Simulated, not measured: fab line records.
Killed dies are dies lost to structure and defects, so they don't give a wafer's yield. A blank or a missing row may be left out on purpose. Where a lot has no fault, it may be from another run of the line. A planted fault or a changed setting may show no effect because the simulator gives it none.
2 desks, one fault | flow gf180mcu | every desk sees just its own numbers, and what lay behind them comes last

== THE METROLOGY DESK ==
What the gauges read for every lot (on any tool): the sampled wafers with a number, averaged. The brackets show how far a lot's mean lies from the usual mean; more than 4 standard deviations puts the lot out of limits, marked OUT.
Columns: A = cd-nm at GF_POLY_GATE_CD_MEAS_18, usual 280.2 nm; B = M1_OVL at GF_M1_OVL_MEAS_15, usual -1 nm; C = V1_BOW at GF_V1_BOW_MEAS_05, usual 82 um
lot  | first seen here | A     | B  | C
L417 | day 10 00:20    | 279.1 | -2 | 82
L419 | day 10 13:19    | 280.0 | -7 | 89
L420 | day 10 21:53    | 281.1 | 5  | 82
L421 | day 11 02:49    | 280.0 | 4  | 83
L422 | day 11 14:25    | 277.4 | -0 | 97
L423 | day 12 03:46    | 280.3 | 4  | 87
L426 | day 12 06:40    | 280.9 | 9  | 80
L428 | day 13 04:14    | 279.3 | -5 | 79
L430 | day 13 15:58    | 280.3 | 4  | 87
L431 | day 14 01:05    | 282.8 | 0  | 77
L435 | day 15 06:33    | 280.3 | -6 | 72
L436 | day 15 15:07    | 281.3 | -2 | 80
L438 | day 16 05:11    | 279.3 | 3  | 74
This desk's finding: nothing out of limits on any of the 13 lots.

== AT THE TOOL OWNER'S DESK: rie-diel-03 ==
The tool's own readings at GF_POLY_GATE_ETCH_12 (etches BARC in N2/H2): means of the sampled wafers that have a number, for each lot that ran on this tool. The brackets show how far a lot's mean lies from the usual mean; more than 4 standard deviations puts the lot out of limits, marked OUT.
Columns: A = drypump-motor-current-A at GF_POLY_GATE_ETCH_12, usual 5.8 A; B = oes-product-au at GF_POLY_GATE_ETCH_12, usual 0.736 a.u.; C = rf-fwd-power-W at GF_POLY_GATE_ETCH_12, usual 495.7 W; D = throttle-valve-pct at GF_POLY_GATE_ETCH_12, usual 13.214 %
lot  | first seen here | A   | B     | C               | D
L428 | day 13 02:40    | 5.9 | 0.735 | 495.2           | 13.220
L430 | day 13 14:19    | 6.4 | 0.738 | 496.5           | 13.215
L431 | day 13 22:13    | 6.2 | 0.738 | 427.2 (-38) OUT | 13.214
L435 | day 15 04:31    | 6.1 | 0.738 | 428.3 (-37) OUT | 13.204
This desk finds L431, L435 out of limits, L431 being first, at day 13 22:13 (rf-fwd-power-W at GF_POLY_GATE_ETCH_12). In limits: L428, L430.

== ALL TOGETHER ==
At day 13 22:13, on L431, L435, the tool owner's desk was in a position to raise an alarm.
From the metrology desk's view, nothing was out of limits.
The metrology desk has L431, L435 on record, within its limits.
The lots listed all ran GF_POLY_GATE_ETCH_12 on rie-diel-03.

== WHAT THE SIMULATOR HAD PUT IN ==
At GF_POLY_GATE_ETCH_12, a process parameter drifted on rie-diel-03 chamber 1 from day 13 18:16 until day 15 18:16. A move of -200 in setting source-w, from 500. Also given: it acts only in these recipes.
Lots struck among those shown: L431, L435.
Time in hours from fault onset to the first out-of-limits reading at each desk: the tool owner's desk, 4.
